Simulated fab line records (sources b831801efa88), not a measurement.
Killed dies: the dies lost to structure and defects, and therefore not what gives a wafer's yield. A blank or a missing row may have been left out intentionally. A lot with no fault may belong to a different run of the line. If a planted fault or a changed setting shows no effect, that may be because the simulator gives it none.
Which tool did it? / flow sky130 / at 1 step of a route of 708, 11 lots with 33 wafers sampled

== WHAT EACH GAUGE READ, for each wafer ==
SKY_VT_ADJUST_HVTP_OVL_MEAS_08.
lot=L403; measured=day 5 23:02; on=overlay-02; VT_ADJUST_HVTP_OVL (nm)=-1.7 0.9 -0.7
lot=L406; measured=day 6 16:08; on=overlay-01; VT_ADJUST_HVTP_OVL (nm)=1.2 1.5 2.1
lot=L408; measured=day 7 11:46; on=overlay-02; VT_ADJUST_HVTP_OVL (nm)=-2.2 0.3 0.5
lot=L410; measured=day 7 20:44; on=overlay-01; VT_ADJUST_HVTP_OVL (nm)=1.5 1.7 0.4
lot=L415; measured=day 9 01:50; on=overlay-02; VT_ADJUST_HVTP_OVL (nm)=0.6 0.6 0.5
lot=L416; measured=day 9 09:55; on=overlay-01; VT_ADJUST_HVTP_OVL (nm)=0.4 0.8 2.3
lot=L419; measured=day 10 09:05; on=overlay-01; VT_ADJUST_HVTP_OVL (nm)=3.0 1.5 2.3
lot=L421; measured=day 10 16:08; on=overlay-01; VT_ADJUST_HVTP_OVL (nm)=-0.4 -0.2 -0.9
lot=L422; measured=day 11 01:32; on=overlay-02; VT_ADJUST_HVTP_OVL (nm)=-1.2 -1.8 -0.5
lot=L425; measured=day 11 17:25; on=overlay-02; VT_ADJUST_HVTP_OVL (nm)=-0.9 -0.7 -2.0
lot=L426; measured=day 12 03:14; on=overlay-02; VT_ADJUST_HVTP_OVL (nm)=0.2 1.1 0.1

== WHICH TOOL RAN EACH LOT (tool, then ch and the chambers of the sampled wafers, then the start) ==
The record holds no process step before these readings.

== THE ANSWER, worked out from the rows above alone ==
Rule: usual is defined by the lots themselves. The widest of any qualifying gaps counts: lots, ordered by their means at a reading, are off when they make up no more than a third of the lots, leave a main group of 4 or more, and stand apart from it by 3 or more times the standard deviation of that group's means. The tables above print the reading to a certain number of digits; a main group whose means all agree to those digits is not used. Also off: a lot with no number at a reading for which 4 or more lots have one. Any other lot the step has rows for is counted as sound.
No lot is off at any reading shown: from this, nothing can be told.

== WHAT THE SIMULATOR HAD INSERTED ==
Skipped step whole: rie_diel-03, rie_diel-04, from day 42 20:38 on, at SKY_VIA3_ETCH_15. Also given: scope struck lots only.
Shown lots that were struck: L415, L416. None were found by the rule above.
